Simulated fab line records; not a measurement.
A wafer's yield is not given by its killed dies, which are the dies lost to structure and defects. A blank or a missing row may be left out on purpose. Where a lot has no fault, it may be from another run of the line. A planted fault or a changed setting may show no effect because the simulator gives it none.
Matching of chambers -- flow gf180mcu -- GF_V5_CMP_04 on cmp-02: 4 sister chambers
The step polishes SiO2. 8 wafers are shown with their chamber, then 12 later ones without.

## WAFERS WITH THEIR CHAMBER
wafer,chamber,motor-current-A (A),platen-rpm (rpm)
L089.2,2,12.9,59.96
L089.6,0,11.5,60.01
L090.1,1,13.2,60.01
L090.5,3,9.5,60.05
L090.6,0,11.3,59.97
L091.2,2,12.9,60.01
L091.4,1,12.5,60.04
L091.5,3,9.3,60.00

## WAFERS WITHOUT THEIR CHAMBER
wafer,motor-current-A (A),platen-rpm (rpm)
L093.1,10.9,59.99
L093.2,9.5,60.04
L093.5,11.4,59.98
L094.3,11.9,59.99
L094.4,11.4,59.97
L094.5,12.5,59.98
L096.3,13.1,60.05
L096.5,12.5,60.03
L096.6,12.7,60.00
L097.2,9.4,59.99
L097.5,9.8,59.96
L097.6,12.9,59.94

## EACH ONE'S CHAMBER
wafer,from the rows above,in truth
L093.1,0,0
L093.2,3,3
L093.5,0,0
L094.3,can't be placed: 0 or 1 or 2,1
L094.4,0,0
L094.5,can't be placed: 2 or 1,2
L096.3,can't be placed: 1 or 2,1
L096.5,can't be placed: 1 or 2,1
L096.6,can't be placed: 2 or 1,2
L097.2,3,3
L097.5,3,3
L097.6,can't be placed: 2 or 1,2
Correctly placed: 6 of 12. These rows do not allow placing 6 (true chamber among the candidates in 6). 0 placed wrongly.
How it was worked out, from the rows above alone: a wafer's distance from a chamber is the root of the sum, over the readings, of the square of ((its reading less the chamber's mean) divided by the reading's scatter). If the next closest chamber is less than 2 further off than the closest, the wafer can't be placed; otherwise it belongs to the closest. Each chamber's mean is taken over the wafers shown for it. The scatter is the square root of a quotient: the sum, over the shown wafers, of each reading's squared deviation from its chamber's mean, divided by wafers minus chambers.
